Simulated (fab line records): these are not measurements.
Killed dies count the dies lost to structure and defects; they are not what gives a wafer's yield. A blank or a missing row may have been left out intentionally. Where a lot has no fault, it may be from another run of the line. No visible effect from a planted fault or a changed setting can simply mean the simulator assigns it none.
Which tool is to blame? ; flow gf180mcu ; 11 lots with 32 wafers sampled at 5 steps, on a route of 602 steps

## WHAT THE GAUGES SHOWED, per wafer
GF_MIM_RS_MEAS_10: measures by four-point-probe.
lot;measured;on;MIM_ALCU_RS (ohm/sq)
L492;day 25 06:43;film metro-03;0.1642 0.1624 0.1644
L499;day 27 10:30;film metro-04;0.1635 0.1625 0.1637
L500;day 27 17:26;film metro-03;0.1247 0.1579
L502;day 28 12:27;film metro-01;0.1623 0.1612 0.1623
L504;day 28 21:51;film metro-01;0.1598 0.1602 0.1619
L505;day 29 06:56;film metro-01;0.1632 0.1614 0.1610
L507;day 29 22:03;film metro-03;0.1593 0.1609 0.1593
L508;day 30 06:16;film metro-01;0.1602 0.1576 0.1569
L509;day 30 10:20;film metro-01;0.1598 0.1604 0.1606
L512;day 31 04:10;film metro-04;0.1585 0.1566 0.1589
L513;day 31 06:35;film metro-03;0.1579 0.1603 0.1578

## WHAT TOOL EACH LOT RAN ON (gives the tool, then ch and the chambers of the sampled wafers, and finally the start)
lot;GF_M4_SPUTTER_02;GF_V4_SPUTTER_21;GF_MIM_SPUTTER_02;GF_MIM_SPUTTER_08
L492;pvd sputter-01, day 23 07:06;pvd sputter-01, day 25 05:34;pvd sputter-01, day 25 06:23;pvd sputter-04, day 25 06:37
L499;pvd sputter-01, day 25 14:06;pvd sputter-02, day 27 09:23;pvd sputter-04, day 27 10:13;pvd sputter-01, day 27 10:26
L500;pvd sputter-03, day 25 21:16;pvd sputter-04, day 27 16:19;pvd sputter-01, day 27 17:06;pvd sputter-03, day 27 17:20
L502;pvd sputter-01, day 26 17:14;pvd sputter-02, day 28 11:20;pvd sputter-01, day 28 12:10;pvd sputter-04, day 28 12:24
L504;pvd sputter-03, day 27 02:12;pvd sputter-02, day 28 20:45;pvd sputter-03, day 28 21:34;pvd sputter-04, day 28 21:48
L505;pvd sputter-03, day 27 13:56;pvd sputter-04, day 29 05:50;pvd sputter-01, day 29 06:40;pvd sputter-04, day 29 06:53
L507;pvd sputter-01, day 28 04:25;pvd sputter-04, day 29 20:56;pvd sputter-01, day 29 21:46;pvd sputter-04, day 29 21:59
L508;pvd sputter-01, day 28 12:38;pvd sputter-04, day 30 05:10;pvd sputter-04, day 30 05:59;pvd sputter-01, day 30 06:13
L509;pvd sputter-02, day 28 16:48;pvd sputter-02, day 30 09:14;pvd sputter-01, day 30 10:04;pvd sputter-04, day 30 10:17
L512;pvd sputter-01, day 29 11:55;pvd sputter-04, day 31 03:01;pvd sputter-04, day 31 03:52;pvd sputter-01, day 31 04:06
L513;pvd sputter-01, day 29 14:41;pvd sputter-01, day 31 05:28;pvd sputter-03, day 31 06:17;pvd sputter-04, day 31 06:31
- GF_M4_SPUTTER_02: material AlCu, target thk 450 nm, time 23.9 s.
- GF_V4_SPUTTER_21: material Ti, target thk 15 nm, time 80.02 s.
- GF_MIM_SPUTTER_02: material AlCu, target thk 450 nm, time 23.9 s.
- GF_MIM_SPUTTER_08: material AlCu, target thk 200 nm, time 10.6 s.

## THE ANSWER, worked out from the rows above alone
Rule: the usual values come from the lots themselves. Put in order of their means at a reading, lots are off if they are a third of the lots or fewer, leave a main group of 4 or more, and stand apart from it by a gap of 3 or more times the standard deviation of the main group's means; of several such gaps the widest counts. Not used: any main group whose means are identical at the precision the tables above print for the reading. Also off: a lot with no number at a reading for which 4 or more lots have one. Any other lot the step has rows for is counted as sound.
Off: at GF_MIM_RS_MEAS_10 (MIM_ALCU_RS), L500. The main group: mean 0.1606 ohm/sq, standard deviation 0.0019.
A tool fits if, at a process step before that reading, it ran every lot that is off, and no sound lot after the first of them. The gauges at GF_MIM_RS_MEAS_10 are tried like those tools. One fits: pvd sputter-03 at GF_MIM_SPUTTER_08. It ran no sound lot before its first lot that is off in this sample, so the start can't be narrowed down.

## WHAT THE SIMULATOR PUT IN
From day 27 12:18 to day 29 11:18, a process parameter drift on pvd sputter-03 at GF_MIM_SPUTTER_08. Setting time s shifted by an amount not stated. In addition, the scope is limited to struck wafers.
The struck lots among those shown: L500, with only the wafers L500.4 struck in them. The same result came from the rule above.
